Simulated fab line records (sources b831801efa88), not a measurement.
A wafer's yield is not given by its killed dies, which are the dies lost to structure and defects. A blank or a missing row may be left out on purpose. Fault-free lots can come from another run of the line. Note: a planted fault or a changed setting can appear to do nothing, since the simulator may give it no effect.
Lot-split experiment	flow sfq_line	route with 325 steps; 5 lots, 23 wafers read

== THE SPLIT ==
At SFQ_TRILAYER_M8_LITHO_COAT_193 (resist thk 600 nm), the setting resist_thk_nm was moved away from the recipe's 600 nm on 8 of the 23 wafers read, by -4.5% to +2.0%. For the rest of the wafers, this setting stayed at what the recipe calls for.

The split's own step is where the reading is taken.

== THE READING ==
KrF_of_TRILAYER_M8_LITHO_COAT_193.thk_nm (the simulator's own value, which no gauge read), in nm, at SFQ_TRILAYER_M8_LITHO_COAT_193 (resist thk 600 nm). The file does not state a usual value for it. Average 599.9 nm, standard deviation 2.3 nm, over the 15 wafers here run with the recipe.

wafer	tool, chamber at the split	resist_thk_nm as run, nm	against the recipe	KrF_of_TRILAYER_M8_LITHO_COAT_193.thk_nm, nm	against lot-mates on the recipe
L078.1	litho_track-01, 0	600	recipe	601.5	-
L078.2	litho_track-01, 0	573.1	-4.5%	574.2	-27.1
L078.3	litho_track-01, 0	600	recipe	601.2	-
L078.4	litho_track-01, 0	600	recipe	601.3	-
L078.5	litho_track-01, 0	573.1	-4.5%	574.9	-26.4
L079.2	litho_track-01, 0	577.3	-3.8%	573.5	-24.6
L079.3	litho_track-01, 0	577.3	-3.8%	575.5	-22.6
L079.4	litho_track-01, 0	600	recipe	598.1	-
L079.5	litho_track-01, 0	600	recipe	597.5	-
L079.6	litho_track-01, 0	600	recipe	598.6	-
L080.2	litho_track-01, 0	600	recipe	601.6	-
L080.3	litho_track-01, 0	600	recipe	600.5	-
L080.4	litho_track-01, 0	590.8	-1.5%	590.1	-10.6
L080.6	litho_track-01, 0	590.8	-1.5%	590.1	-10.6
L080.5	litho_track-01, 0	600	recipe	599.9	-
L084.1	litho_track-01, 0	600	recipe	595.3	-
L084.2	litho_track-01, 0	600	recipe	597.6	-
L084.3	litho_track-01, 0	600	recipe	597.2	-
L085.1	litho_track-01, 0	612.1	+2.0%	614.6	+11.9
L085.3	litho_track-01, 0	600	recipe	601.7	-
L085.4	litho_track-01, 0	600	recipe	603.7	-
L085.5	litho_track-01, 0	612.1	+2.0%	614.9	+12.2
L085.6	litho_track-01, 0	600	recipe	602.6	-

THE FIT
A straight line over all 23 wafers: KrF_of_TRILAYER_M8_LITHO_COAT_193.thk_nm changes by +6.29 nm for each +1% of resist_thk_nm; r = +0.98; the points scatter about the line by 2.3 nm.
The same after taking each lot's own level away (the mean of its wafers on the recipe; 23 wafers): +6.09 nm for each +1%; r = +1.00; scatter 0.8 nm.
That fit puts the effect of the largest move of resist_thk_nm on the reading at 27 nm.
Measured against the standard deviation above, the lots' own levels, which go from 596.70 to 602.67 nm, span 2.6 times it.
Consequently the slope shifts little with the lot-to-lot level, the two slopes agreeing.
Check: with one of the wafers moved furthest among these (-4.5%) left out of the fit, the line predicts -27.5 nm for it against its lot-mates. It came out at -27.1 nm against them.

== THESE WAFERS: OTHER SPLITS ==
These wafers also went through other splits before the reading. Each is held against what the fit with the lots' levels taken away leaves over:
other split on the same wafers	wafers away from the commonest value	r with KrF_of_TRILAYER_M8_LITHO_COAT_193.thk_nm (lot level and that fit taken away)
SFQ_TRILAYER_M7_LITHO_COAT_177 resist_thk_nm	9	-0.11

== THE FILE'S OWN FIT ==
KrF_of_TRILAYER_M8_LITHO_COAT_193.thk_nm changes by +6.12 nm for each +1% of resist_thk_nm, r = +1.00.
